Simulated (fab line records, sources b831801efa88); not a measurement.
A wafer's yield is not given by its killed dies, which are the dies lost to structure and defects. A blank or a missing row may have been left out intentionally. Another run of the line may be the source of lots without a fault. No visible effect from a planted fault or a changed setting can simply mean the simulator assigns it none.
Struck lot and sound lot, side by side || flow sfqLine || 18 out of 325 route steps
Sound: these wafers, L940.2, L940.3, L940.5. Struck: wafer L950.1 (left out: L950.4, a lot-mate that was not struck); the cause follows at the end.
Order at every step that has rows: each side's tool, ch and its chambers, its first start. Under that, the readings that differ: sound wafers || struck wafers || difference of the means || sigmas: that difference in standard deviations of wafers without a fault.
alike: a reading whose means differ by less than 2 such deviations, as well as words and numbers matching on both sides. not compared: withheld readings; readings where some wafer has no value; bounds like >300 that might hide an equal value; numbers whose values overlap and for which the record gives no deviation.
A row with sigmas, a row that says differs or no value, or rows on one side alone: a step with any of these is where the two part. Numbers that have no deviation but don't overlap get no sigmas and don't part them. A reading that every wafer of one side lacks parts them only if that side has two wafers or more.

SFQ_TRILAYER_A5B_DEP_PECVD_129: deposits SiO2 from SiH4/N2O, time 133.33 s, target thk 600 nm.
  sound on pecvd-03 ch 1,2, day 54 23:19; struck on pecvd-04 ch 1, day 61 09:31
  alike: heaterPowerW, throttleValvePct
then, 2 steps without rows for these wafers: SFQ_TRILAYER_A5B_CMP_CMP_130 (polishes, stops on Nb, target thk 340.7 nm); SFQ_TRILAYER_A5B_METRO_MEASURE_131.
SFQ_TRILAYER_R5_DEP_SPUTTER_132: material Ti, target thk 5 nm, time 5 s.
  sound: pvdSputter-06 at day 55 17:37; struck: pvdSputter-05 at day 62 00:46
{"reading": "chamberPressurePa (Pa)", "sound": "0.4003 0.3993 0.3998", "struck": 0.3976, "difference": -0.0022, "sigmas": -3}
  alike: basePressurePa, throttleValvePct
SFQ_TRILAYER_R5_DEP_SPUTTER_133: material MoNx, target thk 40 nm, time 66.7 s.
  sound: pvdSputter-06 at day 55 17:38; struck: pvdSputter-05 at day 62 00:47
  alike: basePressurePa, chamberPressurePa, throttleValvePct
SFQ_TRILAYER_R5_DEP_SPUTTER_134: material Ti, target thk 5 nm, time 5 s.
  sound: pvdSputter-06 at day 55 17:41; struck: pvdSputter-05 at day 62 00:50
  alike: basePressurePa, chamberPressurePa, throttleValvePct
SFQ_R5_RS_MEAS_933: the measuring method here is four-point-probe.
  sound: filmMetro-03 at day 55 17:44; struck: filmMetro-01 at day 62 00:51
  alike: R5_MONX_RS
SFQ_R5_THK_MEAS_934: measures by xrf.
  sound: filmMetro-03 at day 55 17:50; struck: filmMetro-01 at day 62 00:58
{"reading": "R5_MONX_THK (nm)", "sound": "38.9 39.0 39.3", "struck": 40.3, "difference": "+1.2", "sigmas": "+3"}
then, 4 steps without rows for these wafers: SFQ_TRILAYER_R5_LITHO_COAT_141 (resist thk 62 nm); SFQ_TRILAYER_R5_LITHO_COAT_136 (resist thk 600 nm); SFQ_TRILAYER_R5_LITHO_SOFTBAKE_140; SFQ_TRILAYER_R5_LITHO_EXPOSE_137 (exposes mask R5, target cd 500 nm).
SFQ_TRILAYER_R5_LITHO_PEB_139: peb time 60 s.
  sound on lithoTrack-01 ch 0, day 56 20:19; struck on lithoTrack-04 ch 0, day 62 17:33
then, 1 step without rows for these wafers: SFQ_TRILAYER_R5_LITHO_DEVELOP_138 (time 60 s).
SFQ_R5_OVL_MEAS_935:
  sound: overlay-02 at day 56 20:36; struck: overlay-02 at day 62 17:51
  alike: R5_OVL
SFQ_TRILAYER_R5_BARC_OPEN_METAL_ETCH_177: etches BARC in O2, target depth 125 nm, time 41.7 s.
  sound on rieMetal-02 ch 0,1, day 56 20:38; struck on rieMetal-01 ch 0, day 62 17:53
{"reading": "model.R5.cdNm (nm)", "sound": "500.8 500.2 498.7", "struck": 488.2, "difference": -11.7, "sigmas": ""}
  alike: drypumpMotorCurrentA, oesProductAu
  not compared: rfHoursCounterH
SFQ_TRILAYER_R5_ETCH_METAL_ETCH_139: etches the open film in Cl2, stops on SiO2, target depth 60 nm, time 40 s.
  sound on rieMetal-02 ch 0,1, day 56 20:41; struck on rieMetal-01 ch 0, day 62 17:56
{"reading": "model.R5.cdNm (nm)", "sound": "500.7 499.9 498.9", "struck": 488.2, "difference": -11.6, "sigmas": ""}
  alike: drypumpMotorCurrentA, oesProductAu
  not compared: rfHoursCounterH
SFQ_TRILAYER_R5_STRIP_STRIP_140: strips in O2.
  sound on rieMetal-02 ch 0,1, day 56 20:44; struck on rieMetal-01 ch 0, day 62 18:00
{"reading": "oesProductAu (a.u.)", "sound": "0.986 0.989 0.994", "struck": 0.965, "difference": -0.025, "sigmas": -2}
  alike: drypumpMotorCurrentA
  not compared: rfHoursCounterH

== WHERE THEY PART ==
At SFQ_TRILAYER_R5_DEP_SPUTTER_132 first; at SFQ_TRILAYER_R5_STRIP_STRIP_140 last (within this record only).

WHY: what had been put in by the simulator
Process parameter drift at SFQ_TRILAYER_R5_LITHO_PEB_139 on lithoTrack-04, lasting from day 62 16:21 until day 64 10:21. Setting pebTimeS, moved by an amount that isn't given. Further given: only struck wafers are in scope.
